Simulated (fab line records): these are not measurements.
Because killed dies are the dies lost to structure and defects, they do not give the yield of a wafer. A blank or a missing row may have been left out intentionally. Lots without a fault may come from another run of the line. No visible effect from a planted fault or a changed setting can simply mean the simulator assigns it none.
fab line records ; flow sky130
record lots=11; wafers=33; last-day=50
route steps=708 shown METAL1@452 VIA1@474 VIA2@507 PAD_OPEN@708
lots that met no fault: from a run of the same line without faults
start-h: start of the lot's first displayed wafer, in hours after the record's first day ; wait-h: how many hours have passed since the lot's step before this one ; " as in the row above ; L1.1+2: one row covering several wafers at once ; - either no value or no given start ; * or withheld: withheld ; < > ~ a bound
route shown NAME@n: names a module that has steps shown in the file, with the first one's number in the route ; usual: mean/standard deviation taken from wafers without a fault ; same: alike in all rows ; chamber/n: place in a boat ; sites: readings site by site ; _std_site: standard deviation across them ; _edge_site: inner sites' mean taken away from outer sites' mean ; radius-mm: for every site, how far away it sits from the centre of the wafer ; mask NAME#n: copy n ; behind: the tool/chamber that last shaped the wafer ; hold: cause of the lot's hold/its duration in hours/its outcome ; device: the n, p or np transistor that did not switch ; end of line: at the end of the route, the tests of the same wafers ; step lacking rows: just its recipe ; killed: at the first sort, the dies lost to defects and structure; wafer yield is something else ; map: per-die view of a wafer (x killed, . not killed, _ where there is no die)
set.NAME: the setting that was run; set.NAME@STEP: the one run at that earlier step ; model.NAME: the simulator's own value behind a step, which no gauge read
the route's steps for a sample of lots (tables are steps, rows are wafers)
services: when a tool's chamber went out of use (start-h, in hours from the record's first day, below 0 if earlier), for how many hours, and the reason
## steps
# step SKY_METAL1_ETCH_18
# recipe chemistry=N2/H2; target=BARC; ion-energy-ev=200; bias-w=100; pressure-mtorr=30; n2-flow-sccm=100; h2-flow-sccm=200; icp-w=500; stop-on=SiO2; time-s=45.9; target-depth-a=600
# usual drypump-motor-current-A=5.5/0.43; h2-flow-sccm=200.0/0.57; oes-product-au=0.850/0.0047; throttle-valve-pct=13.223/0.0098
lot.wafer;tool;chamber;start-h;wait-h;drypump-motor-current-A;h2-flow-sccm;oes-product-au;rf-hours-counter-h;throttle-valve-pct
L125.1;rie-metal-02;0;763.43;0.0;5.2;200.8;0.847;6;13.228
L125.3;rie-metal-02;0;763.43;0.0;5.2;201.1;0.851;-;13.218
L125.4;rie-metal-02;1;763.43;0.0;5.0;199.4;0.847;-;13.227
L126.4;rie-metal-04;0;765.90;0.0;6.0;200.1;0.853;-;13.233
L126.5;rie-metal-04;0;765.90;0.0;6.0;199.6;0.844;-;13.226
L126.6;rie-metal-04;1;765.90;0.0;5.5;200.1;0.851;-;13.212
L128.1;rie-metal-03;1;791.21;0.0;5.9;200.1;0.845;2;13.228
L128.3;rie-metal-03;1;791.21;0.0;5.9;199.4;0.858;-;13.216
L128.4;rie-metal-03;0;791.21;0.0;6.2;200.0;0.854;-;13.235
L133.4;rie-metal-04;0;825.18;0.0;5.9;199.9;0.853;-;13.224
L133.5;rie-metal-04;1;825.18;0.0;5.5;200.1;0.839;-;13.237
L133.6;rie-metal-04;0;825.18;0.0;6.0;199.7;0.859;-;13.234
L141.3;rie-metal-02;0;889.78;0.0;5.2;200.3;0.846;-;13.220
L141.5;rie-metal-02;1;889.78;0.0;5.0;199.4;0.849;-;13.229
L141.6;rie-metal-02;0;889.78;0.0;5.2;200.2;0.850;-;13.243
L142.1;rie-metal-04;0;896.28;0.0;6.0;200.1;0.841;10;13.239
L142.3;rie-metal-04;0;896.28;0.0;6.0;200.6;0.847;-;13.232
L142.6;rie-metal-04;1;896.28;0.0;5.5;201.1;0.857;-;13.236
L143.1;rie-metal-02;1;902.51;0.0;5.0;200.3;0.844;9;13.223
L143.3;rie-metal-02;1;902.51;0.0;5.0;200.6;0.849;-;13.210
L143.5;rie-metal-02;1;902.51;0.0;5.0;200.4;0.848;-;13.210
L144.2;rie-metal-02;1;906.08;0.0;5.0;199.9;0.844;9;13.193
L144.4;rie-metal-02;1;906.08;0.0;5.0;200.8;0.853;-;13.220
L144.6;rie-metal-02;0;906.08;0.0;5.2;200.7;0.851;-;13.224
L146.2;rie-metal-03;0;921.26;0.0;6.2;199.6;0.851;6;13.227
L146.5;rie-metal-03;1;921.26;0.0;5.9;200.7;0.846;-;13.222
L146.6;rie-metal-03;0;921.26;0.0;6.2;200.3;0.844;-;13.220
L147.1;rie-metal-02;1;949.41;0.0;5.1;200.1;0.844;11;13.225
L147.3;rie-metal-02;0;949.41;0.0;5.2;199.1;0.848;-;13.218
L147.4;rie-metal-02;1;949.41;0.0;5.1;199.3;0.847;-;13.204
L148.2;rie-metal-04;1;950.21;0.0;5.5;199.6;0.846;12;13.216
L148.4;rie-metal-04;0;950.21;0.0;6.0;199.8;0.839;-;13.226
L148.5;rie-metal-04;1;950.21;0.0;5.5;199.9;0.839;-;13.229
# step SKY_VIA1_STRIP_16
# recipe chemistry=O2/N2; power-w=1400; pressure-mtorr=1500; platen-temp-c=withheld; o2-flow-sccm=3000; n2-flow-sccm=300; overash-fraction=0.5
# usual drypump-motor-current-A=5.80/0.29; oes-product-au=0.415/0.0043; strip-time-to-endpoint-s=4.454/0.021
lot.wafer;tool;chamber;start-h;wait-h;drypump-motor-current-A;oes-product-au;rf-hours-counter-h;strip-time-to-endpoint-s
L125.1;plasma-asher-04;0;791.10;0.1;5.81;0.416;68;4.459
L125.3;plasma-asher-04;0;791.10;0.1;5.83;0.412;-;4.426
L125.4;plasma-asher-04;1;791.10;0.1;5.52;0.413;-;4.415
L126.4;plasma-asher-04;0;793.87;0.1;5.88;0.406;-;4.451
L126.5;plasma-asher-04;1;793.87;0.1;5.51;0.409;-;4.442
L126.6;plasma-asher-04;0;793.87;0.1;5.84;0.422;-;4.444
L128.1;plasma-asher-04;0;818.68;0.1;5.83;0.414;72;4.451
L128.3;plasma-asher-04;1;818.68;0.1;5.59;0.415;-;4.452
L128.4;plasma-asher-04;0;818.68;0.1;5.83;0.409;-;4.453
L133.4;plasma-asher-03;0;852.92;0.1;5.66;0.417;-;4.444
L133.5;plasma-asher-03;0;852.92;0.1;5.69;0.421;-;4.461
L133.6;plasma-asher-03;1;852.92;0.1;5.74;0.415;-;4.437
L141.3;plasma-asher-04;0;917.10;0.1;5.78;0.415;-;4.474
L141.5;plasma-asher-04;0;917.10;0.1;5.79;0.414;-;4.471
L141.6;plasma-asher-04;1;917.10;0.1;5.57;0.411;-;4.458
L142.1;plasma-asher-04;0;922.74;0.0;5.82;0.417;83;4.443
L142.3;plasma-asher-04;1;922.74;0.0;5.51;0.412;-;4.448
L142.6;plasma-asher-04;0;922.74;0.0;5.83;0.416;-;4.439
L143.1;plasma-asher-01;0;928.82;0.0;6.50;0.410;45;4.458
L143.3;plasma-asher-01;1;928.82;0.0;6.01;0.421;-;4.481
L143.5;plasma-asher-01;0;928.82;0.0;6.52;0.419;-;4.469
L144.2;plasma-asher-03;1;932.41;0.0;5.67;0.412;104;4.437
L144.4;plasma-asher-03;0;932.41;0.0;5.66;0.417;-;4.433
L144.6;plasma-asher-03;0;932.41;0.0;5.64;0.413;-;4.450
L146.2;plasma-asher-03;0;946.56;0.0;5.67;0.412;105;4.464
L146.5;plasma-asher-03;1;946.56;0.0;5.71;0.420;-;4.449
L146.6;plasma-asher-03;0;946.56;0.0;5.66;0.417;-;4.430
L147.1;plasma-asher-03;1;974.84;0.0;5.68;0.415;109;4.448
L147.3;plasma-asher-03;1;974.84;0.0;5.72;0.414;-;4.452
L147.4;plasma-asher-03;0;974.84;0.0;5.67;0.415;-;4.468
L148.2;plasma-asher-03;0;975.77;0.0;5.68;0.421;109;4.451
L148.4;plasma-asher-03;1;975.77;0.0;5.68;0.417;-;4.464
L148.5;plasma-asher-03;1;975.77;0.0;5.70;0.422;-;4.465
# step SKY_VIA1_SPUTTER_20
# recipe material=TiN; target-thk-nm=20; chamber-pressure-pa=5; power-w=4000; time-s=80
# usual chamber-pressure-pa=5.002/0.01; throttle-valve-pct=30.2/1
lot.wafer;tool;chamber;start-h;wait-h;chamber-pressure-pa;throttle-valve-pct
L125.1;pvd-sputter-01;-;791.69;0.0;4.998;29.5
L125.3;pvd-sputter-01;-;791.69;0.0;5.002;31.1
L125.4;pvd-sputter-01;-;791.69;0.0;5.009;28.9
L126.4;pvd-sputter-02;-;794.43;0.0;4.997;30.9
L126.5;pvd-sputter-02;-;794.43;0.0;5.001;31.0
L126.6;pvd-sputter-02;-;794.43;0.0;5.002;30.4
L128.1;pvd-sputter-03;-;819.35;0.0;5.007;30.6
L128.3;pvd-sputter-03;-;819.35;0.0;5.002;30.4
L128.4;pvd-sputter-03;-;819.35;0.0;4.996;29.0
L133.4;pvd-sputter-02;-;853.48;0.0;5.003;30.9
L133.5;pvd-sputter-02;-;853.48;0.0;4.991;30.8
L133.6;pvd-sputter-02;-;853.48;0.0;5.006;29.2
L141.3;pvd-sputter-02;-;917.69;0.0;4.986;30.6
L141.5;pvd-sputter-02;-;917.69;0.0;5.021;29.1
L141.6;pvd-sputter-02;-;917.69;0.0;5.004;29.4
L142.1;pvd-sputter-02;-;923.37;0.0;4.998;29.7
L142.3;pvd-sputter-02;-;923.37;0.0;5.015;28.9
L142.6;pvd-sputter-02;-;923.37;0.0;4.989;30.8
L143.1;pvd-sputter-03;-;929.45;0.0;5.007;30.8
L143.3;pvd-sputter-03;-;929.45;0.0;5.005;29.1
L143.5;pvd-sputter-03;-;929.45;0.0;4.994;30.7
L144.2;pvd-sputter-03;-;933.05;0.0;5.000;29.3
L144.4;pvd-sputter-03;-;933.05;0.0;5.002;30.8
L144.6;pvd-sputter-03;-;933.05;0.0;5.018;30.3
L146.2;pvd-sputter-01;-;947.20;0.0;5.009;31.4
L146.5;pvd-sputter-01;-;947.20;0.0;5.015;30.2
L146.6;pvd-sputter-01;-;947.20;0.0;4.995;28.8
L147.1;pvd-sputter-03;-;975.43;0.0;4.997;28.9
L147.3;pvd-sputter-03;-;975.43;0.0;4.999;30.8
L147.4;pvd-sputter-03;-;975.43;0.0;5.032;30.3
L148.2;pvd-sputter-02;-;976.36;0.0;5.004;29.3
L148.4;pvd-sputter-02;-;976.36;0.0;4.989;30.9
L148.5;pvd-sputter-02;-;976.36;0.0;5.002;29.4
# step SKY_VIA2_HDPCVD_00
# recipe material=SiO2; target-thk-nm=1180; sigma-open-frac=0.3; time-s=196.7; temp-c=400; sih4-flow-sccm=60; pressure-mtorr=6
# usual run-length-s=225.1/0.46
lot.wafer;tool;chamber;start-h;wait-h;run-length-s
L125.1;hdpcvd-02;2;819.48;0.0;224.9
L125.3;hdpcvd-02;1;819.48;0.0;224.6
L125.4;hdpcvd-02;2;819.48;0.0;225.4
L126.4;hdpcvd-01;2;822.25;0.1;225.6
L126.5;hdpcvd-01;1;822.25;0.1;224.8
L126.6;hdpcvd-01;0;822.25;0.1;225.3
L128.1;hdpcvd-02;1;847.21;0.0;224.7
L128.3;hdpcvd-02;0;847.21;0.0;224.5
L128.4;hdpcvd-02;1;847.21;0.0;224.7
L133.4;hdpcvd-02;2;880.71;0.1;236.8
L133.5;hdpcvd-02;0;880.71;0.1;224.8
L133.6;hdpcvd-02;1;880.71;0.1;224.9
L141.3;hdpcvd-01;2;944.77;0.0;225.6
L141.5;hdpcvd-01;0;944.77;0.0;225.2
L141.6;hdpcvd-01;2;944.77;0.0;225.8
L142.1;hdpcvd-02;2;949.23;0.0;225.1
L142.3;hdpcvd-02;0;949.23;0.0;224.6
L142.6;hdpcvd-02;2;949.23;0.0;225.0
L143.1;hdpcvd-01;0;955.43;0.0;225.4
L143.3;hdpcvd-01;2;955.43;0.0;225.4
L143.5;hdpcvd-01;2;955.43;0.0;225.8
L144.2;hdpcvd-01;2;959.31;0.0;226.2
L144.4;hdpcvd-01;2;959.31;0.0;226.4
L144.6;hdpcvd-01;1;959.31;0.0;224.8
L146.2;hdpcvd-01;2;973.29;0.0;225.7
L146.5;hdpcvd-01;2;973.29;0.0;226.1
L146.6;hdpcvd-01;1;973.29;0.0;224.7
L147.1;hdpcvd-02;1;1000.45;0.0;225.5
L147.3;hdpcvd-02;2;1000.45;0.0;225.0
L147.4;hdpcvd-02;1;1000.45;0.0;224.7
L148.2;hdpcvd-01;1;1001.48;0.0;224.6
L148.4;hdpcvd-01;0;1001.48;0.0;225.4
L148.5;hdpcvd-01;1;1001.48;0.0;224.8
# step SKY_VIA2_THK_MEAS_01
# recipe reads=SiO2_of_VIA2_HDPCVD_00
# usual VIA2_HDPCVD_THK=1185/9.3
lot.wafer;tool;chamber;start-h;wait-h;VIA2_HDPCVD_THK[nm]
L125.1;film-metro-01;-;819.64;0.1;1189
L125.3;film-metro-01;-;819.64;0.1;1185
L125.4;film-metro-01;-;819.64;0.1;1181
L126.4;film-metro-01;-;822.35;0.0;1172
L126.5;film-metro-01;-;822.35;0.0;1170
L126.6;film-metro-01;-;822.35;0.0;1183
L128.1;film-metro-02;-;847.33;0.1;1207
L128.3;film-metro-02;-;847.33;0.1;1203
L128.4;film-metro-02;-;847.33;0.1;1192
L133.4;film-metro-02;-;880.80;0.0;1248
L133.5;film-metro-02;-;880.80;0.0;1185
L133.6;film-metro-02;-;880.80;0.0;1188
L141.3;film-metro-03;-;944.91;0.1;1180
L141.5;film-metro-03;-;944.91;0.1;1191
L141.6;film-metro-03;-;944.91;0.1;1190
L142.1;film-metro-03;-;949.36;0.1;1187
L142.3;film-metro-03;-;949.36;0.1;1195
L142.6;film-metro-03;-;949.36;0.1;1168
L143.1;film-metro-02;-;955.55;0.1;1185
L143.3;film-metro-02;-;955.55;0.1;1171
L143.5;film-metro-02;-;955.55;0.1;1179
L144.2;film-metro-01;-;959.45;0.1;1190
L144.4;film-metro-01;-;959.45;0.1;1167
L144.6;film-metro-01;-;959.45;0.1;1190
L146.2;film-metro-01;-;973.43;0.1;1187
L146.5;film-metro-01;-;973.43;0.1;1189
L146.6;film-metro-01;-;973.43;0.1;1178
L147.1;film-metro-02;-;1000.58;0.1;1197
L147.3;film-metro-02;-;1000.58;0.1;1185
L147.4;film-metro-02;-;1000.58;0.1;1186
L148.2;film-metro-02;-;1001.61;0.1;1200
L148.4;film-metro-02;-;1001.61;0.1;1199
L148.5;film-metro-02;-;1001.61;0.1;1185
# step SKY_PAD_OPEN_PROBE_99
# usual defect-limited-yield=82.6/2.1; killed_at_M0_to_M3=44/7.5; killed_at_M4_up=3.1/1.7; killed-at-contacts=24/6.2; killed-at-front-end=15/4.2; killed-at-other=0.4/0.58; killed-dies=85/10; killed-on-rim=17/4; killed-open=47/7.7; killed-short=38/6.4; sort_bin_3_pad_short=0.8/0.41; sort_bin_5_function=10.3/1.7; sort_bin_6_memory=6.2/1.1; sort-n-pass=407/10; sort-yield-pct=82.6/2.1
# same gross-dies=492; killed-at-back-side=0; sort_bin_4_leakage[%]=0; sort_bin_8_speed[%]=0
lot.wafer;tool;chamber;start-h;wait-h;defect-limited-yield[%];killed_at_M0_to_M3;killed_at_M4_up;killed-at-contacts;killed-at-front-end;killed-at-other;killed-dies;killed-on-rim;killed-open;killed-short;sort_bin_3_pad_short[%];sort_bin_5_function[%];sort_bin_6_memory[%];sort-n-pass;sort-yield-pct[%]
L125.1;prober-01;-;1072.99;0.1;83.3;40;3;17;22;0;82;20;37;44;0.6;9.3;6.7;410;83.3
L125.3;prober-01;-;1073.09;0.2;84.3;36;5;21;15;0;77;13;46;29;0.4;9.8;5.5;415;84.3
L125.4;prober-01;-;1073.14;0.2;83.3;39;7;18;18;0;82;23;46;35;1.4;9.1;6.1;410;83.3
L128.1;prober-02;-;1094.36;0.1;82.3;43;4;29;11;0;87;14;47;40;1.0;11.0;5.7;405;82.3
L128.3;prober-02;-;1094.46;0.2;82.7;42;4;26;13;0;85;19;37;48;0.6;9.6;7.1;407;82.7
L128.4;prober-02;-;1094.51;0.2;81.9;44;1;26;17;1;89;14;43;46;0.6;10.2;7.3;403;81.9
L133.4;prober-02;-;1123.28;0.2;85.0;45;1;21;6;1;74;9;46;28;0.6;8.7;5.7;418;85.0
L133.5;prober-02;-;1123.33;0.2;82.1;37;3;27;21;0;88;16;41;47;1.0;8.9;7.9;404;82.1
L133.6;prober-02;-;1123.38;0.2;85.2;37;4;22;10;0;73;10;35;38;0.2;8.3;6.3;419;85.2
L141.3;prober-01;-;1167.69;0.2;81.7;52;1;25;12;0;90;15;46;44;1.2;10.2;6.9;402;81.7
L141.5;prober-01;-;1167.79;0.2;85.6;35;4;25;7;0;71;19;40;30;0.8;9.1;4.5;421;85.6
L141.6;prober-01;-;1167.84;0.2;84.3;52;4;20;1;0;77;18;42;35;0.2;9.8;5.7;415;84.3
L142.1;prober-02;-;1171.70;0.1;83.5;40;2;26;13;0;81;13;43;38;0.8;8.9;6.7;411;83.5
L142.6;prober-02;-;1171.95;0.2;83.1;42;2;22;16;1;83;22;39;44;0.8;8.3;7.7;409;83.1
L143.3;prober-01;-;1175.90;0.2;85.0;37;5;20;12;0;74;17;33;41;0.4;9.6;5.1;418;85.0
L144.2;prober-02;-;1178.13;0.1;83.1;40;4;22;17;0;83;19;44;37;1.2;10.2;5.5;409;83.1
L144.4;prober-02;-;1178.23;0.2;82.9;46;2;21;15;0;84;14;45;39;1.0;10.8;5.3;408;82.9
L144.6;prober-02;-;1178.33;0.2;83.3;41;1;24;16;0;82;14;43;38;1.4;8.5;6.7;410;83.3
L147.1;prober-01;-;1205.53;0.1;83.9;45;3;18;13;0;79;22;37;41;0.8;10.2;5.1;413;83.9
L147.3;prober-01;-;1205.63;0.2;82.1;43;4;19;22;0;88;21;46;40;0.8;11.8;5.3;404;82.1
L147.4;prober-01;-;1205.68;0.2;80.3;50;4;29;14;0;97;21;54;43;0.8;12.8;6.1;395;80.3
# killed by level:class
L125.1 CONTACT:geometric-particle:open=8 VIA2:geometric-particle:open=8 METAL1:geometric-particle:short=7 VIA2:geometric-particle:short=6 VIA3:geometric-particle:open=6 FIELD_ISO:geometric-particle:open=5 FIELD_ISO:geometric-particle:short=5 POLY_GATE:geometric-particle:short=5
L125.3 VIA1:geometric-particle:open=8 VIA2:geometric-particle:open=7 CONTACT:geometric-particle:open=6 VIA3:geometric-particle:open=6 POLY_GATE:geometric-particle:open=5 CONTACT:geometric-particle:short=5 METAL1:geometric-particle:short=5 FIELD_ISO:geometric-particle:short=4
L125.4 VIA1:geometric-particle:open=12 LI_CONTACT:geometric-particle:open=6 VIA2:geometric-particle:open=6 VIA3:geometric-particle:short=6 VIA3:geometric-particle:open=6 METAL4:geometric-particle:short=6 FIELD_ISO:geometric-particle:short=5 CONTACT:geometric-particle:open=4
L128.1 VIA1:geometric-particle:open=10 CONTACT:geometric-particle:open=9 VIA1:geometric-particle:short=8 LI_CONTACT:geometric-particle:open=7 VIA3:geometric-particle:open=7 LOCAL_INTERCONNECT:geometric-particle:short=6 METAL2:geometric-particle:short=5 FIELD_ISO:geometric-particle:open=4
L128.3 METAL1:geometric-particle:short=9 CONTACT:geometric-particle:open=9 VIA3:geometric-particle:open=7 METAL2:geometric-particle:short=6 CONTACT:geometric-particle:short=6 VIA1:geometric-particle:short=5 VIA2:geometric-particle:open=5 FIELD_ISO:geometric-particle:open=4
L128.4 METAL1:geometric-particle:short=11 CONTACT:geometric-particle:open=9 VIA3:geometric-particle:open=9 LI_CONTACT:geometric-particle:open=7 METAL2:geometric-particle:short=7 VIA1:geometric-particle:open=6 FIELD_ISO:geometric-particle:short=5 FIELD_ISO:geometric-particle:open=4
L133.4 VIA1:geometric-particle:open=14 LI_CONTACT:geometric-particle:open=6 LOCAL_INTERCONNECT:geometric-particle:short=5 CONTACT:geometric-particle:open=5 VIA3:geometric-particle:short=5 VIA3:geometric-particle:open=5 POLY_GATE:geometric-particle:open=4 VIA2:geometric-particle:open=4
L133.5 CONTACT:geometric-particle:open=10 CONTACT:geometric-particle:short=8 POLY_GATE:geometric-particle:short=7 POLY_GATE:geometric-particle:open=7 VIA1:geometric-particle:open=7 METAL2:geometric-particle:short=7 VIA3:geometric-particle:open=7 VIA1:geometric-particle:short=6
L133.6 CONTACT:geometric-particle:open=9 VIA1:geometric-particle:open=7 METAL2:geometric-particle:short=7 VIA1:geometric-particle:short=6 LI_CONTACT:geometric-particle:open=4 CONTACT:geometric-particle:short=4 VIA3:geometric-particle:open=4 FIELD_ISO:geometric-particle:open=3
L141.3 VIA1:geometric-particle:open=10 METAL2:geometric-particle:short=10 CONTACT:geometric-particle:open=9 METAL3:geometric-particle:short=7 LI_CONTACT:geometric-particle:open=5 VIA2:geometric-particle:open=5 FIELD_ISO:geometric-particle:open=4 FIELD_ISO:geometric-particle:short=4
L141.5 CONTACT:geometric-particle:open=8 METAL2:geometric-particle:short=7 CONTACT:geometric-particle:short=6 LOCAL_INTERCONNECT:geometric-particle:open=5 VIA1:geometric-particle:open=5 LI_CONTACT:geometric-particle:open=4 METAL1:geometric-particle:short=4 METAL3:geometric-particle:short=4
L141.6 VIA1:geometric-particle:open=11 VIA2:geometric-particle:open=11 CONTACT:geometric-particle:open=7 METAL1:geometric-particle:short=6 METAL2:geometric-particle:short=6 LI_CONTACT:geometric-particle:open=4 VIA1:geometric-particle:short=4 LI_CONTACT:geometric-particle:short=3
L142.1 VIA1:geometric-particle:open=12 CONTACT:geometric-particle:open=11 CONTACT:geometric-particle:short=6 VIA3:geometric-particle:open=6 LI_CONTACT:geometric-particle:open=5 METAL1:geometric-particle:short=5 METAL2:geometric-particle:short=5 SPACER:geometric-particle:short=4
L142.6 VIA1:geometric-particle:open=8 METAL1:geometric-particle:short=7 METAL2:geometric-particle:short=7 VIA3:geometric-particle:open=7 CONTACT:geometric-particle:open=6 LI_CONTACT:geometric-particle:open=5 CONTACT:geometric-particle:short=5 POLY_GATE:geometric-particle:open=4
L143.3 VIA1:geometric-particle:open=9 CONTACT:geometric-particle:open=5 CONTACT:geometric-particle:short=5 METAL1:geometric-particle:short=5 METAL2:geometric-particle:short=5 METAL4:geometric-particle:short=5 LI_CONTACT:geometric-particle:open=4 VIA3:geometric-particle:open=4
L144.2 VIA1:geometric-particle:open=10 LI_CONTACT:geometric-particle:open=9 FIELD_ISO:geometric-particle:short=7 VIA2:geometric-particle:open=7 CONTACT:geometric-particle:open=5 CONTACT:geometric-particle:short=5 METAL1:geometric-particle:short=5 METAL2:geometric-particle:short=5
L144.4 VIA1:geometric-particle:open=9 LI_CONTACT:geometric-particle:open=8 METAL2:geometric-particle:short=8 VIA2:geometric-particle:open=8 VIA3:geometric-particle:short=6 POLY_GATE:geometric-particle:open=5 CONTACT:geometric-particle:open=5 VIA3:geometric-particle:open=5
L144.6 LI_CONTACT:geometric-particle:open=11 METAL2:geometric-particle:short=7 VIA2:geometric-particle:open=7 FIELD_ISO:geometric-particle:short=6 VIA1:geometric-particle:open=6 FIELD_ISO:geometric-particle:open=4 CONTACT:geometric-particle:open=4 VIA1:geometric-particle:short=4
L147.1 VIA1:geometric-particle:open=14 VIA1:geometric-particle:short=9 CONTACT:geometric-particle:open=7 METAL2:geometric-particle:short=5 FIELD_ISO:geometric-particle:short=4 CONTACT:geometric-particle:short=4 METAL1:geometric-particle:short=4 VIA3:geometric-particle:open=4
L147.3 CONTACT:geometric-particle:open=9 VIA1:geometric-particle:open=9 METAL2:geometric-particle:short=7 FIELD_ISO:geometric-particle:short=6 METAL1:geometric-particle:short=6 POLY_GATE:geometric-particle:open=5 VIA3:geometric-particle:open=5 VIA1:geometric-particle:short=5
L147.4 VIA1:geometric-particle:open=21 CONTACT:geometric-particle:open=12 CONTACT:geometric-particle:short=6 METAL2:geometric-particle:short=6 FIELD_ISO:geometric-particle:short=4 FIELD_ISO:geometric-particle:open=4 POLY_GATE:geometric-particle:short=4 LI_CONTACT:geometric-particle:open=4
## services
tool;chamber;start-h;hours;kind
rie-metal-02;-;739.69;2.8;pm
plasma-asher-03;-;751.39;2.1;repair
hdpcvd-02;-;758.95;1.0;repair
plasma-asher-03;-;781.30;2.8;pm
plasma-asher-03;-;789.63;17.3;repair
plasma-asher-01;-;791.39;28.3;pm
hdpcvd-02;-;809.94;2.8;pm
plasma-asher-03;-;817.75;1.3;repair
hdpcvd-01;2;836.11;6.0;repair
pvd-sputter-01;-;838.35;1.6;repair
rie-metal-02;-;849.35;0.2;repair
rie-metal-04;-;865.22;14.6;pm
rie-metal-02;0;892.33;1.4;repair
pvd-sputter-03;-;904.85;24.6;repair
rie-metal-03;1;909.49;4.4;repair
hdpcvd-02;1;910.16;8.0;repair
pvd-sputter-02;3;923.43;-;consumable-replace:kit
plasma-asher-04;-;948.72;29.3;repair
hdpcvd-02;-;950.25;15.0;pm
plasma-asher-04;-;963.55;2.9;repair
pvd-sputter-02;-;965.46;5.1;repair
rie-metal-04;-;966.03;0.4;repair
hdpcvd-02;-;971.49;0.5;repair
pvd-sputter-01;-;999.93;6.8;repair
## key
first-sign step=SKY_VIA2_HDPCVD_00; reading=run-length-s; direction=up; sigmas=26; usual=*; struck=*
effect step=SKY_VIA2_THK_MEAS_01; reading=VIA2_HDPCVD_THK; direction=up; sigmas=6.8; usual=1185; struck=1248
met-at SKY_VIA2_HDPCVD_00
struck-lots L133
struck-wafers L133.4
not-acting-at SKY_METAL1_ETCH_18,SKY_VIA1_STRIP_16,SKY_VIA1_SPUTTER_20
onset-between 819.48 880.71
fault kind=process-parameter-drift; tool=hdpcvd-02; chamber=2; onset-h=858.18; steps=SKY_VIA2_HDPCVD_00; channel=time-s; offset=*; shape=step; end-h=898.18; acts-in=*; stated=*
